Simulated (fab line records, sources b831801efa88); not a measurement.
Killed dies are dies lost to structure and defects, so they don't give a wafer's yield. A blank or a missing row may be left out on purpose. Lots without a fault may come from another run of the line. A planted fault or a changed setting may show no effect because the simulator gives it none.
Split-lot experiment | flow sfq_line | 5 lots, 23 wafers read, on a route of 325 steps

THE SPLIT
At SFQ_TRILAYER_M8_DEP_EVAP_197 (material Ti, target thk 20 nm, time 100 s), the setting time_s was moved away from the recipe's 100 s on 8 of the 23 wafers read, by -14.9% to +11.9%. The other wafers ran this setting at the recipe's value.

The reading is taken at the split's own step.

THE READING
Ti_of_TRILAYER_M8_DEP_EVAP_197.thk_nm (the simulator's own value, which no gauge read), in nm, at SFQ_TRILAYER_M8_DEP_EVAP_197 (material Ti, target thk 20 nm, time 100 s). The file gives no usual value for it. The 15 wafers here that ran the recipe average 20.05 nm, standard deviation 0.17 nm.

wafer  | tool, chamber at the split | time_s as run, s | against the recipe | Ti_of_TRILAYER_M8_DEP_EVAP_197.thk_nm, nm | against lot-mates on the recipe
L074.2 | pvd_sputter-01, -          | 100              | recipe             | 19.96                                     | -
L074.4 | pvd_sputter-01, -          | 100              | recipe             | 19.54                                     | -
L074.5 | pvd_sputter-01, -          | 100              | recipe             | 20.02                                     | -
L076.2 | pvd_sputter-01, -          | 100              | recipe             | 20.33                                     | -
L076.3 | pvd_sputter-01, -          | 100              | recipe             | 20.07                                     | -
L076.4 | pvd_sputter-01, -          | 100              | recipe             | 20.25                                     | -
L076.5 | pvd_sputter-01, -          | 100              | recipe             | 20.18                                     | -
L076.6 | pvd_sputter-01, -          | 100              | recipe             | 20.01                                     | -
L078.1 | pvd_sputter-01, -          | 100              | recipe             | 20.05                                     | -
L078.2 | pvd_sputter-01, -          | 100              | recipe             | 20.07                                     | -
L078.3 | pvd_sputter-01, -          | 111.9            | +11.9%             | 22.3                                      | +2.24
L078.4 | pvd_sputter-01, -          | 111.9            | +11.9%             | 22.34                                     | +2.28
L078.5 | pvd_sputter-01, -          | 111.9            | +11.9%             | 22.29                                     | +2.23
L080.2 | pvd_sputter-01, -          | 100              | recipe             | 20.01                                     | -
L080.3 | pvd_sputter-01, -          | 85.13            | -14.9%             | 17.07                                     | -2.96
L080.4 | pvd_sputter-01, -          | 85.13            | -14.9%             | 17.3                                      | -2.73
L080.5 | pvd_sputter-01, -          | 100              | recipe             | 20.06                                     | -
L080.6 | pvd_sputter-01, -          | 85.13            | -14.9%             | 17.32                                     | -2.71
L083.1 | pvd_sputter-02, -          | 100              | recipe             | 20.19                                     | -
L083.3 | pvd_sputter-02, -          | 111.6            | +11.6%             | 22.06                                     | +1.99
L083.4 | pvd_sputter-02, -          | 100              | recipe             | 19.97                                     | -
L083.5 | pvd_sputter-02, -          | 100              | recipe             | 20.06                                     | -
L083.6 | pvd_sputter-02, -          | 111.6            | +11.6%             | 22.5                                      | +2.43

THE FIT
A straight line over all 23 wafers: Ti_of_TRILAYER_M8_DEP_EVAP_197.thk_nm changes by +0.19 nm for each +1% of time_s; r = +0.99; the points scatter about the line by 0.17 nm.
The same after taking each lot's own level away (the mean of its wafers on the recipe; 23 wafers): +0.189 nm for each +1%; r = +1.00; scatter 0.13 nm.
On that fit, the largest move of time_s shifts the reading by 2.8 nm.
The lots' own levels span 19.840 to 20.168 nm, that is 1.9 times the standard deviation above.
So the lot-to-lot level changes the slope little: the two slopes agree.
Check: with one of the wafers moved furthest among these (-14.9%) left out of the fit, the line predicts -2.77 nm for it against its lot-mates. It came out at -2.96 nm against them.

OTHER SPLITS ON THESE WAFERS
These wafers also went through other splits before the reading. Each is held against what the fit with the lots' levels taken away leaves over:
other split on the same wafers                    | wafers away from the commonest value | r with Ti_of_TRILAYER_M8_DEP_EVAP_197.thk_nm (lot level and that fit taken away)
SFQ_TRILAYER_I7_VIA_LITHO_COAT_192 spin_rpm       | 6                                    | +0.12
SFQ_TRILAYER_I7_VIA_BARC_OPEN_VIA_ETCH_260 time_s | 5                                    | -0.09
SFQ_TRILAYER_M8_LITHO_COAT_193 resist_thk_nm      | 11                                   | -0.20

THE FILE'S OWN FIT
Ti_of_TRILAYER_M8_DEP_EVAP_197.thk_nm changes by +0.189 nm for each +1% of time_s, r = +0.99.
